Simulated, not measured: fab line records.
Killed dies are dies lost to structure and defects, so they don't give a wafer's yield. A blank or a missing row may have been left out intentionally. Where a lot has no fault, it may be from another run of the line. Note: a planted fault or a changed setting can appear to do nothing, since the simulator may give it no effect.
fab line records ; flow sky130
record lots=15; wafers=45; last_day=50
route steps=708 shown VT_ADJUST_HVTP@95 LDD_P@264 LDD_HVN@274 LI_CONTACT@377
lots that met no fault: taken from a fault-free run of the same line
start_h: hours from the record's opening day to when the first of the lot's shown wafers began ; wait_h: hours from the lot's prior step to this one ; " same as the row above ; L1.1+2: a row that stands for several wafers ; - value missing, or start not given ; * or withheld: withheld ; < > ~ a bound
route shown NAME@n: NAME is a module with steps in the file, n the number in the route of the first one ; usual: average and standard deviation across the fault-free wafers ; same: alike in all rows ; chamber/n: place in a boat ; sites: per-site readings ; _std_site: the standard deviation of these ; _edge_site: outer sites' mean less inner sites' ; radius_mm: how far each site lies from the wafer's centre ; mask NAME#n: copy n ; behind: the tool/chamber that last shaped the wafer ; hold: the reason the lot was held/the length of the hold in hours/how it ended ; device: the n, p or np transistor that did not switch ; end of line: the same wafers' tests at the end of the route ; for a step that has no rows: nothing shown but its recipe ; killed: dies that structure and defects cost at the first sort, which is not the same as the wafer's yield ; map: the dies of a wafer, with x for killed, . for not killed, _ for no die there
set.NAME: the setting that was run; set.NAME@STEP: the one run at that earlier step ; model.NAME: the simulator's own value behind a step, which no gauge read
a sample of lots followed through the steps of the route, with each step as a table and each wafer as a row
services: a tool's chamber out of use, with start hour (start_h, from the record's first day; less than 0 if before it), hours out, and reason
## steps
# step SKY_VT_ADJUST_HVTP_STRIP_10
# recipe chemistry=O2/N2; power_w=1400; pressure_mtorr=1500; platen_temp_c=withheld; o2_flow_sccm=3000; n2_flow_sccm=300; overash_fraction=0.5
# usual drypump_motor_current_A=6.0/0.38; o2_flow_sccm=3000/8.4; oes_product_au=0.715/0.0042; strip_time_to_endpoint_s=14.18/0.041
lot.wafer;tool;chamber;start_h;wait_h;drypump_motor_current_A;o2_flow_sccm;oes_product_au;rf_hours_counter_h;strip_time_to_endpoint_s
L431.1;plasma_asher-03;0;127.25;0.1;5.5;2995;0.715;44;14.16
L431.4;plasma_asher-03;0;127.25;0.1;5.6;2995;0.724;-;14.14
L431.6;plasma_asher-03;1;127.25;0.1;6.1;2995;0.716;-;14.22
L430.1;plasma_asher-02;1;127.55;0.1;5.6;2991;0.727;47;14.19
L430.3;plasma_asher-02;1;127.55;0.1;5.6;3002;0.712;-;14.20
L430.4;plasma_asher-02;0;127.55;0.1;6.1;3010;0.720;-;14.21
L432.1;plasma_asher-02;0;130.73;0.1;6.1;2993;0.712;47;14.22
L432.3;plasma_asher-02;1;130.73;0.1;5.6;3015;0.714;-;14.21
L432.6;plasma_asher-02;0;130.73;0.1;6.1;3000;0.713;-;14.18
L433.1;plasma_asher-03;1;139.00;0.1;6.1;3010;0.714;45;14.23
L433.5;plasma_asher-03;1;139.00;0.1;6.1;2990;0.720;-;14.27
L433.6;plasma_asher-03;0;139.00;0.1;5.6;2989;0.714;-;14.26
L439.3;plasma_asher-01;0;180.34;0.1;6.7;3008;0.709;-;14.12
L439.4;plasma_asher-01;1;180.34;0.1;5.9;3002;0.719;-;14.10
L439.5;plasma_asher-01;0;180.34;0.1;6.7;3009;0.716;-;14.11
L440.1;plasma_asher-01;0;184.30;0.1;6.7;2997;0.715;7;14.21
L440.4;plasma_asher-01;1;184.30;0.1;5.9;2999;0.720;-;14.22
L440.5;plasma_asher-01;0;184.30;0.1;6.7;3004;0.716;-;14.23
L442.1;plasma_asher-01;0;200.25;0.1;6.7;3005;0.714;9;14.20
L442.4;plasma_asher-01;1;200.25;0.1;5.9;2991;0.715;-;14.23
L442.5;plasma_asher-01;0;200.25;0.1;6.7;2998;0.717;-;14.21
L444.3;plasma_asher-02;0;209.75;0.1;6.1;2998;0.718;-;14.22
L444.4;plasma_asher-02;1;209.75;0.1;5.6;2996;0.714;-;14.23
L444.6;plasma_asher-02;0;209.75;0.1;6.1;3006;0.713;-;14.21
L445.1;plasma_asher-03;1;222.52;0.1;6.2;2986;0.710;51;14.21
L445.3;plasma_asher-03;1;222.52;0.1;6.2;2997;0.718;-;14.22
L445.5;plasma_asher-03;0;222.52;0.1;5.5;3004;0.721;-;14.21
L446.3;plasma_asher-01;0;231.22;0.1;6.7;2995;0.713;-;14.16
L446.5;plasma_asher-01;0;231.22;0.1;6.7;3009;0.710;-;14.17
L446.6;plasma_asher-01;1;231.22;0.1;5.9;2988;0.713;-;14.20
L449.1;plasma_asher-02;0;247.55;0.1;6.1;3000;0.715;59;14.19
L449.4;plasma_asher-02;1;247.55;0.1;5.6;3002;0.715;-;14.19
L449.5;plasma_asher-02;1;247.55;0.1;5.7;2996;0.714;-;14.17
L450.1;plasma_asher-02;0;251.32;0.1;6.1;3014;0.720;59;14.19
L450.3;plasma_asher-02;0;251.32;0.1;6.1;2998;0.717;-;14.16
L450.4;plasma_asher-02;1;251.32;0.1;5.6;2985;0.718;-;14.19
L451.2;plasma_asher-01;1;252.85;0.1;5.9;2996;0.716;14;14.25
L451.4;plasma_asher-01;0;252.85;0.1;6.7;3001;0.709;-;14.23
L451.5;plasma_asher-01;1;252.85;0.1;5.9;3004;0.713;-;14.21
L452.1;plasma_asher-01;0;260.92;0.1;6.7;2995;0.707;15;14.18
L452.2;plasma_asher-01;1;260.92;0.1;5.9;3008;0.718;15;14.20
L452.4;plasma_asher-01;0;260.92;0.1;6.7;3009;0.713;-;14.22
L453.1;plasma_asher-03;0;280.85;0.1;5.5;3010;0.717;57;14.19
L453.2;plasma_asher-03;1;280.85;0.1;6.1;3008;0.721;57;14.21
L453.3;plasma_asher-03;1;280.85;0.1;6.1;3015;0.713;-;14.20
# step SKY_LDD_P_IMPLANT_09
# recipe species=BF2; energy_kev=25; dose_cm2=1e+13; tilt_deg=withheld
# usual beam_on_s=10.00/0.21
lot.wafer;tool;chamber;start_h;wait_h;beam_on_s
L430.1;implanter-01;0;431.27;0.0;10.04
L430.3;implanter-01;0;431.27;0.0;10.07
L430.4;implanter-01;0;431.27;0.0;10.01
L431.1;implanter-04;0;435.45;0.0;9.94
L431.4;implanter-04;0;435.45;0.0;10.16
L431.6;implanter-04;0;435.45;0.0;9.59
L432.1;implanter-01;0;445.07;0.0;9.77
L432.3;implanter-01;0;445.07;0.0;10.10
L432.6;implanter-01;0;445.07;0.0;9.98
L433.1;implanter-04;0;458.90;0.0;10.08
L433.5;implanter-04;0;458.90;0.0;10.20
L433.6;implanter-04;0;458.90;0.0;10.03
L439.3;implanter-04;0;520.15;0.1;9.73
L439.4;implanter-04;0;520.15;0.1;9.88
L439.5;implanter-04;0;520.15;0.1;10.01
L440.1;implanter-04;0;522.92;0.0;9.88
L440.4;implanter-04;0;522.92;0.0;10.15
L440.5;implanter-04;0;522.92;0.0;9.80
L442.1;implanter-04;0;540.92;0.0;10.04
L442.4;implanter-04;0;540.92;0.0;9.64
L442.5;implanter-04;0;540.92;0.0;10.05
L444.3;implanter-03;0;557.25;0.1;9.87
L444.4;implanter-03;0;557.25;0.1;10.29
L444.6;implanter-03;0;557.25;0.1;9.60
L445.1;implanter-01;0;578.90;0.0;10.20
L445.3;implanter-01;0;578.90;0.0;10.03
L445.5;implanter-01;0;578.90;0.0;10.08
L446.3;implanter-03;0;583.05;0.1;10.30
L446.5;implanter-03;0;583.05;0.1;9.80
L446.6;implanter-03;0;583.05;0.1;10.32
L449.1;implanter-01;0;604.92;0.0;9.99
L449.4;implanter-01;0;604.92;0.0;9.98
L449.5;implanter-01;0;604.92;0.0;10.10
L451.2;implanter-03;0;612.54;0.0;10.20
L451.4;implanter-03;0;612.54;0.0;9.94
L451.5;implanter-03;0;612.54;0.0;10.00
L450.1;implanter-04;0;614.02;0.0;9.95
L450.3;implanter-04;0;614.02;0.0;9.99
L450.4;implanter-04;0;614.02;0.0;10.01
L452.1;implanter-03;0;618.27;0.0;10.08
L452.2;implanter-03;0;618.27;0.0;9.76
L452.4;implanter-03;0;618.27;0.0;10.04
L453.1;implanter-04;0;644.06;0.0;9.65
L453.2;implanter-04;0;644.06;0.0;9.93
L453.3;implanter-04;0;644.06;0.0;9.93
# step SKY_LDD_P_TW_MEAS_11
# usual LDD_P_TW=639/4.2
lot.wafer;tool;chamber;start_h;wait_h;LDD_P_TW
L430.1;film_metro-03;-;431.52;0.1;648
L430.3;film_metro-03;-;431.52;0.1;650
L430.4;film_metro-03;-;431.52;0.1;647
L431.1;film_metro-04;-;435.70;0.1;636
L431.4;film_metro-04;-;435.70;0.1;637
L431.6;film_metro-04;-;435.70;0.1;638
L432.1;film_metro-02;-;445.32;0.1;640
L432.3;film_metro-02;-;445.32;0.1;643
L432.6;film_metro-02;-;445.32;0.1;640
L433.1;film_metro-03;-;459.15;0.1;642
L433.5;film_metro-03;-;459.15;0.1;643
L433.6;film_metro-03;-;459.15;0.1;643
L439.3;film_metro-04;-;520.37;0.1;621
L439.4;film_metro-04;-;520.37;0.1;625
L439.5;film_metro-04;-;520.37;0.1;621
L440.1;film_metro-03;-;523.17;0.1;625
L440.4;film_metro-03;-;523.17;0.1;624
L440.5;film_metro-03;-;523.17;0.1;625
L442.1;film_metro-04;-;541.17;0.1;624
L442.4;film_metro-04;-;541.17;0.1;624
L442.5;film_metro-04;-;541.17;0.1;624
L444.3;film_metro-03;-;557.47;0.1;638
L444.4;film_metro-03;-;557.47;0.1;641
L444.6;film_metro-03;-;557.47;0.1;636
L445.1;film_metro-03;-;579.15;0.1;636
L445.3;film_metro-03;-;579.15;0.1;636
L445.5;film_metro-03;-;579.15;0.1;633
L446.3;film_metro-04;-;583.27;0.1;638
L446.5;film_metro-04;-;583.27;0.1;635
L446.6;film_metro-04;-;583.27;0.1;632
L449.1;film_metro-03;-;605.17;0.1;642
L449.4;film_metro-03;-;605.17;0.1;636
L449.5;film_metro-03;-;605.17;0.1;644
L451.2;film_metro-03;-;612.78;0.1;645
L451.4;film_metro-03;-;612.78;0.1;639
L451.5;film_metro-03;-;612.78;0.1;637
L450.1;film_metro-03;-;614.27;0.1;641
L450.3;film_metro-03;-;614.27;0.1;642
L450.4;film_metro-03;-;614.27;0.1;640
L452.1;film_metro-04;-;618.52;0.1;636
L452.2;film_metro-04;-;618.52;0.1;633
L452.4;film_metro-04;-;618.52;0.1;633
L453.1;film_metro-03;-;644.31;0.1;644
L453.2;film_metro-03;-;644.31;0.1;639
L453.3;film_metro-03;-;644.31;0.1;642
# step SKY_LDD_HVN_OVL_MEAS_07
# usual LDD_HVN_OVL=1.6/1.1
lot.wafer;tool;chamber;start_h;wait_h;LDD_HVN_OVL[nm]
L430.1;overlay-02;-;461.86;0.1;1.2
L430.3;overlay-02;-;461.86;0.1;0.8
L430.4;overlay-02;-;461.86;0.1;0.5
L431.1;overlay-02;-;465.70;0.1;0.3
L431.4;overlay-02;-;465.70;0.1;1.2
L431.6;overlay-02;-;465.70;0.1;1.7
L432.1;overlay-01;-;474.04;0.1;-0.2
L432.3;overlay-01;-;474.04;0.1;1.0
L432.6;overlay-01;-;474.04;0.1;1.0
L433.1;overlay-01;-;489.90;0.1;-0.6
L433.5;overlay-01;-;489.90;0.1;-0.4
L433.6;overlay-01;-;489.90;0.1;1.0
L439.3;overlay-02;-;550.56;0.1;1.0
L439.4;overlay-02;-;550.56;0.1;1.9
L439.5;overlay-02;-;550.56;0.1;2.1
L440.1;overlay-01;-;552.41;0.1;1.2
L440.4;overlay-01;-;552.41;0.1;1.1
L440.5;overlay-01;-;552.41;0.1;1.7
L442.1;overlay-02;-;570.45;0.1;1.9
L442.4;overlay-02;-;570.45;0.1;2.4
L442.5;overlay-02;-;570.45;0.1;1.3
L444.3;overlay-01;-;586.36;0.1;0.2
L444.4;overlay-01;-;586.36;0.1;-0.2
L444.6;overlay-01;-;586.36;0.1;1.6
L445.1;overlay-01;-;608.21;0.1;-0.7
L445.3;overlay-01;-;608.21;0.1;-0.1
L445.5;overlay-01;-;608.21;0.1;-0.4
L446.3;overlay-02;-;612.67;0.1;1.6
L446.5;overlay-02;-;612.67;0.1;2.4
L446.6;overlay-02;-;612.67;0.1;3.5
L449.1;overlay-01;-;633.90;0.1;-0.6
L449.4;overlay-01;-;633.90;0.1;2.0
L449.5;overlay-01;-;633.90;0.1;1.5
L451.2;overlay-01;-;641.37;0.1;1.3
L451.4;overlay-01;-;641.37;0.1;0.1
L451.5;overlay-01;-;641.37;0.1;2.6
L450.1;overlay-01;-;643.06;0.1;0.0
L450.3;overlay-01;-;643.06;0.1;2.8
L450.4;overlay-01;-;643.06;0.1;1.2
L452.1;overlay-01;-;647.55;0.1;1.7
L452.2;overlay-01;-;647.55;0.1;2.2
L452.4;overlay-01;-;647.55;0.1;2.5
L453.1;overlay-01;-;672.16;0.1;1.5
L453.2;overlay-01;-;672.16;0.1;1.8
L453.3;overlay-01;-;672.16;0.1;1.0
# step SKY_LI_CONTACT_ETCH_15
# recipe target=PSG; chemistry=C4F8/O2/Ar; stop_on=Si; taper_deg=4.15; mask_material=KrF-thick; source_w=1500; bias_w=1200; pressure_mtorr=40; c4f8_flow_sccm=withheld; O2_flow_sccm=6; Ar_flow_sccm=300; time_s=withheld; target_depth_a=6000
# usual oes_product_au=0.837/0.0046
lot.wafer;tool;chamber;start_h;wait_h;oes_product_au
L430.1;rie_diel-01;0;673.36;0.0;0.835
L430.3;rie_diel-01;3;673.36;0.0;0.837
L430.4;rie_diel-01;1;673.36;0.0;0.841
L431.1;rie_diel-03;1;677.36;0.0;0.836
L431.4;rie_diel-03;3;677.36;0.0;0.840
L431.6;rie_diel-03;0;677.36;0.0;0.834
L432.1;rie_diel-01;1;684.06;0.0;0.844
L432.3;rie_diel-01;0;684.06;0.0;0.836
L432.6;rie_diel-01;3;684.06;0.0;0.834
L433.1;rie_diel-03;0;701.21;0.0;0.840
L433.5;rie_diel-03;1;701.21;0.0;0.838
L433.6;rie_diel-03;2;701.21;0.0;0.836
L439.3;rie_diel-02;1;756.54;0.0;0.839
L439.4;rie_diel-02;2;756.54;0.0;0.842
L439.5;rie_diel-02;1;756.54;0.0;0.835
L440.1;rie_diel-03;0;756.55;0.0;0.840
L440.4;rie_diel-03;3;756.55;0.0;0.836
L440.5;rie_diel-03;3;756.55;0.0;0.841
L442.1;rie_diel-03;3;771.84;0.0;0.845
L442.4;rie_diel-03;1;771.84;0.0;0.840
L442.5;rie_diel-03;2;771.84;0.0;0.839
L444.3;rie_diel-02;3;789.46;0.0;0.837
L444.4;rie_diel-02;1;789.46;0.0;0.831
L444.6;rie_diel-02;1;789.46;0.0;0.840
L445.1;rie_diel-02;1;807.85;0.0;0.830
L445.3;rie_diel-02;2;807.85;0.0;0.831
L445.5;rie_diel-02;1;807.85;0.0;0.840
L446.3;rie_diel-03;1;810.10;0.0;0.839
L446.5;rie_diel-03;3;810.10;0.0;0.839
L446.6;rie_diel-03;0;810.10;0.0;0.836
L449.1;rie_diel-01;0;831.20;0.0;0.839
L449.4;rie_diel-01;1;831.20;0.0;0.834
L449.5;rie_diel-01;3;831.20;0.0;0.839
L451.2;rie_diel-02;0;835.99;0.0;0.837
L451.4;rie_diel-02;1;835.99;0.0;0.843
L451.5;rie_diel-02;1;835.99;0.0;0.832
L450.1;rie_diel-03;0;841.05;0.0;0.843
L450.3;rie_diel-03;3;841.05;0.0;0.831
L450.4;rie_diel-03;2;841.05;0.0;0.831
L452.1;rie_diel-03;3;843.90;0.0;0.836
L452.2;rie_diel-03;0;843.90;0.0;0.839
L452.4;rie_diel-03;2;843.90;0.0;0.835
L453.1;rie_diel-03;2;864.39;0.0;0.834
L453.2;rie_diel-03;1;864.39;0.0;0.840
L453.3;rie_diel-03;3;864.39;0.0;0.839
## services
tool;chamber;start_h;hours;kind
plasma_asher-01;-;108.75;9.0;pm
rie_diel-03;2;127.13;10.4;repair
rie_diel-03;1;153.27;7.2;repair
implanter-04;-;168.66;1.5;repair
implanter-04;-;218.75;2.1;repair
rie_diel-03;3;220.44;12.8;repair
implanter-04;-;236.57;2.7;repair
plasma_asher-01;-;368.21;1.4;repair
rie_diel-03;1;397.13;6.2;repair
rie_diel-03;2;399.75;3.9;repair
implanter-04;-;408.24;2.8;pm
implanter-04;-;413.03;6.6;repair
plasma_asher-01;-;433.46;1.7;repair
rie_diel-03;-;459.08;0.3;repair
implanter-04;-;479.66;1.4;repair
rie_diel-03;2;482.64;6.0;repair
rie_diel-03;3;490.23;4.3;repair
implanter-04;-;497.57;3.5;repair
implanter-04;-;562.75;2.4;repair
rie_diel-03;-;668.60;0.8;repair
rie_diel-03;-;672.44;2.8;pm
rie_diel-03;0;687.22;4.3;repair
implanter-04;-;714.55;9.6;repair
plasma_asher-01;-;722.43;4.6;repair
## key
first_sign step=SKY_LDD_P_TW_MEAS_11; reading=LDD_P_TW; direction=down; sigmas=3.6; usual=639; struck=624
effect none on later readings
met_at SKY_LDD_P_IMPLANT_09
struck_lots L439,L440,L442
sort_left_out L442.1,L442.4,L442.5
tester_left_out L439,L440,L442
not_acting_at SKY_VT_ADJUST_HVTP_STRIP_10,SKY_LDD_HVN_OVL_MEAS_07,SKY_LI_CONTACT_ETCH_15
onset_between 458.90 520.15
fault kind=process_parameter_drift; tool=implanter-04; chamber=-; onset_h=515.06; steps=SKY_LDD_P_IMPLANT_09; channel=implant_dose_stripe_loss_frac; offset=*; shape=step; end_h=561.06
# tester_left_out: of these lots the tester's yield and bins aren't shown, on N5 and GAA mostly nor the transistor test; their killed dies are dies lost to structure and defects alone, not to doping, threshold or leakage, so they don't give the yield
# sort_left_out: the simulated sort isn't trusted on such a fault, so these wafers' sort isn't shown, and their yield isn't known
